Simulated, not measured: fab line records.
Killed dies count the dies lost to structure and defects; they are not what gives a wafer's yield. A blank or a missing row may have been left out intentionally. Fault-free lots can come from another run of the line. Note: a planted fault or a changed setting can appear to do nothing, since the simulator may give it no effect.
What tool caused it?	flow sfq-line	at 1 step of a route of 325, 14 lots with 42 wafers sampled

== WHAT EACH GAUGE READ, for each wafer ==
No reading from a measuring or inspecting step in the record can be judged against a usual standard deviation.

== WHICH TOOL RAN EACH LOT (tool, then ch and the chambers of the sampled wafers, then the start) ==
lot	SFQ_TRILAYER_I1_CMP_CMP_046
L524	cmp-01 ch 0,3, day 26 19:51
L525	cmp-02 ch 1,2,3, day 27 06:13
L526	cmp-01 ch 0,3, day 27 09:03
L527	cmp-02 ch 1,2,3, day 27 09:13
L528	cmp-01 ch 0,1,2, day 27 14:33
L529	cmp-01 ch 0,2,3, day 27 20:33
L531	cmp-02 ch 0,1, day 27 23:43
L533	cmp-02 ch 0,1,3, day 28 08:43
L537	cmp-02 ch 0,1,3, day 30 14:10
L538	cmp-02 ch 0,3, day 30 23:46
L541	cmp-01 ch 0,1,2, day 32 03:55
L543	cmp-01 ch 0,2,3, day 33 01:01
L545	cmp-01 ch 0,1, day 34 04:01
L546	cmp-02 ch 0,3, day 34 18:36
- SFQ_TRILAYER_I1_CMP_CMP_046: polishes SiO2.

== WHAT THE TOOLS THEMSELVES READ (means of the sampled wafers that have a number; where no wafer has one, the mark that the record gives instead) ==
SFQ_TRILAYER_I1_CMP_CMP_046. Usual: motor-current-A 10.8 A, standard deviation 0.94; platen-rpm 60.00 rpm, standard deviation 0.042; retaining-ring-pressure-frac 1.001, standard deviation 0.0054; time-to-endpoint-s 218 s, standard deviation 7.8.
lot	tool	motor-current-A (A)	platen-rpm (rpm)	retaining-ring-pressure-frac	time-to-endpoint-s (s)	flag
L524	cmp-01	11.8	60.01	1.002	211	
L525	cmp-02	10.3	60.03	0.999	219	
L526	cmp-01	11.7	59.95	1.003	219	
L527	cmp-02	10.5	60.03	1.006	208	
L528	cmp-01	10.3	60.00	1.003	227	
L529	cmp-01	11.4	60.00	1.003	218	
L531	cmp-02	10.5	59.99	1.002	217	
L533	cmp-02	10.7	60.03	1.001	221	
L537	cmp-02	10.8	66.03	1.000	204	OFF
L538	cmp-02	11.0	65.96	1.000	209	OFF
L541	cmp-01	10.4	60.04	0.997	227	
L543	cmp-01	11.1	59.99	1.005	212	
L545	cmp-01	10.8	60.02	1.000	222	
L546	cmp-02	11.0	60.00	0.996	220	

== THE ANSWER, worked out from the rows above alone ==
Rule: lot off if the mean of its wafers having a number is beyond 3 standard deviations from the usual mean. A lot without any number at a reading at which 4 lots or more have one is off too. Any other lot the step has rows for is counted as sound. After the gauges, taken in route order, come the tools' own readings; for these a lot's mean is taken, as printed above. The first step at which some lot is off is used, and at that step the reading that is off furthest; a lot without a number counts as furthest.
Off at SFQ_TRILAYER_I1_CMP_CMP_046 (platen-rpm): L537, L538.
A tool fits if, at that step or a process step before it, it ran every lot that is off, and no sound lot after the first of them. No candidate that was tried fits.

== WHAT THE SIMULATOR HAD INSERTED ==
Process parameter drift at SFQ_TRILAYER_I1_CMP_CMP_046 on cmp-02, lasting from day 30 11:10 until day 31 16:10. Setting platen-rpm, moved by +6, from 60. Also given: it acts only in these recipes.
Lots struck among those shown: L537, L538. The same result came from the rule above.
